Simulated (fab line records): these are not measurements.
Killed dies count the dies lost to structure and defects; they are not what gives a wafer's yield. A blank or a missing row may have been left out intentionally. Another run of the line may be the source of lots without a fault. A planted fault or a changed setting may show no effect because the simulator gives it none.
Comparing a struck lot with a sound one ; flow sky130 ; 17 out of 708 route steps
Sound: these wafers, L393.2, L393.3, L393.5. Struck: wafers L398.1, L398.2, L398.4. The cause is given at the end.
Order at every step that has rows: each side's tool, ch and its chambers, its first start. Under that, the readings that differ: sound wafers ; struck wafers ; difference of the means ; sigmas: that difference in standard deviations of wafers without a fault.
alike: a reading whose means differ by less than 2 such deviations, as well as words and numbers matching on both sides. not compared: withheld readings; readings where some wafer has no value; bounds like >300 that might hide an equal value; numbers whose values overlap and for which the record gives no deviation.
Wherever a step has rows on one side only, a row that says differs or no value, or a row with sigmas, the two part there. Numbers that don't overlap but have no deviation are shown without sigmas and don't part them. A reading that every wafer of one side lacks parts them only if that side has two wafers or more.

SKY_METAL2_THK_MEAS_06: measures by xrf.
  sound: film-metro-03 at day 36 04:49; struck: film-metro-04 at day 37 23:10
  alike: METAL2_ALCU_THK
then, 8 steps without rows for these wafers: SKY_METAL2_DEHYDRATE_07 (time 60 s); SKY_METAL2_HMDS_08 (prime time 60 s); SKY_METAL2_COAT_09 (resist thk 60 nm); SKY_METAL2_COAT_10 (resist thk 450 nm); SKY_METAL2_SOFTBAKE_11 (time 90 s); SKY_METAL2_EXPOSE_12 (exposes mask MM2, target cd 140 nm); SKY_METAL2_PEB_13; SKY_METAL2_DEVELOP_14 (develop time 60 s).
SKY_METAL2_CD_MEAS_15: target cd 140 nm.
  sound: cd-sem-02 at day 37 06:58; struck: cd-sem-01 at day 39 00:17
reading;sound;struck;difference;sigmas
cd-nm (nm);140.4 141.7 141.1;137.0 137.2 138.0;-3.7;-2
SKY_METAL2_OVL_MEAS_16:
  sound: overlay-02 at day 37 07:04; struck: overlay-01 at day 39 00:24
  alike: METAL2_OVL
SKY_METAL2_DESCUM_17: chemistry O2, time 8 s.
  sound on rie-metal-03 ch 0, day 37 07:06; struck on rie-metal-03 ch 0,1, day 39 00:26
  alike: chamber-pressure-mTorr, drypump-motor-current-A, oes-product-au
  not compared: rf-hours-counter-h
SKY_METAL2_ETCH_18: etches BARC in N2/H2, stops on SiO2, time 45.9 s, target depth 60 nm.
  sound on rie-metal-03 ch 0, day 37 07:11; struck on rie-metal-03 ch 0,1, day 39 00:28
  no value came back on the struck wafers for any of 5 readings (bias-w (W), chamber-pressure-mTorr (mTorr) and others); on the sound wafers bias-w (W) reads 100.3 100.0 100.0
reading;sound;struck;difference;sigmas
model.KrF-thick_of_METAL2_COAT_10.thk-nm (nm);392.4 392.2 392.3;434.7 434.3 433.9;+42.0;
  not compared: rf-hours-counter-h
SKY_METAL2_METAL_ETCH_19: etches the open film in Cl2/BCl3, stops on SiO2, target depth 360 nm, time 78 s.
  sound on rie-metal-03 ch 0, day 37 07:19; struck on rie-metal-03 ch 0,1, day 39 00:32
reading;sound;struck;difference;sigmas
oes-product-au (a.u.);0.856 0.852 0.850;0.379 0.379 0.371;-0.476;-82
model.KrF-thick_of_METAL2_COAT_10.thk-nm (nm);154.4 155.8 155.9;202 200.9 202.7;+46;
  alike: bcl3-flow-sccm, bias-w, chamber-pressure-mTorr, drypump-motor-current-A, throttle-valve-pct
  not compared: rf-hours-counter-h
SKY_METAL2_STRIP_20: strips in O2/N2.
  sound on plasma-asher-03 ch 0,1, day 37 07:28; struck on plasma-asher-03 ch 0,1, day 39 00:37
reading;sound;struck;difference;sigmas
oes-product-au (a.u.);0.333 0.337 0.340;0.357 0.357 0.359;+0.021;+4
strip-time-to-endpoint-s (s);2.65 2.66 2.66;3.17 3.14 3.15;+0.50;+12
  alike: chamber-pressure-mTorr, drypump-motor-current-A
  not compared: rf-hours-counter-h
then, 1 step without rows for these wafers: SKY_METAL2_STRIP_21 (strips in post etch residue remover, time 1200 s).
-- the record jumps here: 10 days lie between the struck wafers' starts before and after (it left off in module METAL2 and takes up again in module PAD_OPEN, whose first step shown is number 708 of the route) --
SKY_PAD_OPEN_PROBE_99:
  sound: prober-02 at day 47 10:23; struck: prober-01 at day 48 18:28
reading;sound;struck;difference;sigmas
defect-limited-yield (%);79.9 79.9 80.3;0 0 0;-80;-42
killed_at_M0_to_M3;43 54 50;446 460 464;+408;+56
killed-at-contacts;39 26 36;21 18 7;-18;-3
killed-dies;99 99 97;492 492 492;+394;+42
killed-on-rim;14 16 24;96 96 96;+78;+21
sort_bin_5_function (%);12.0 13.2 13.2;93.3 92.9 93.7;+80.5;+58
sort-n-pass;393 393 395;0 0 0;-394;-42
sort-yield-pct (%);79.9 79.9 80.3;0 0 0;-80;-42
  alike: killed_at_M4_up, killed-at-front-end, killed-at-other, killed-open, killed-short, sort_bin_3_pad_short, sort_bin_6_memory

## WHERE THEY PART
Earliest at SKY_METAL2_CD_MEAS_15; latest, in this record, at SKY_PAD_OPEN_PROBE_99.

WHY: what the simulator had put in
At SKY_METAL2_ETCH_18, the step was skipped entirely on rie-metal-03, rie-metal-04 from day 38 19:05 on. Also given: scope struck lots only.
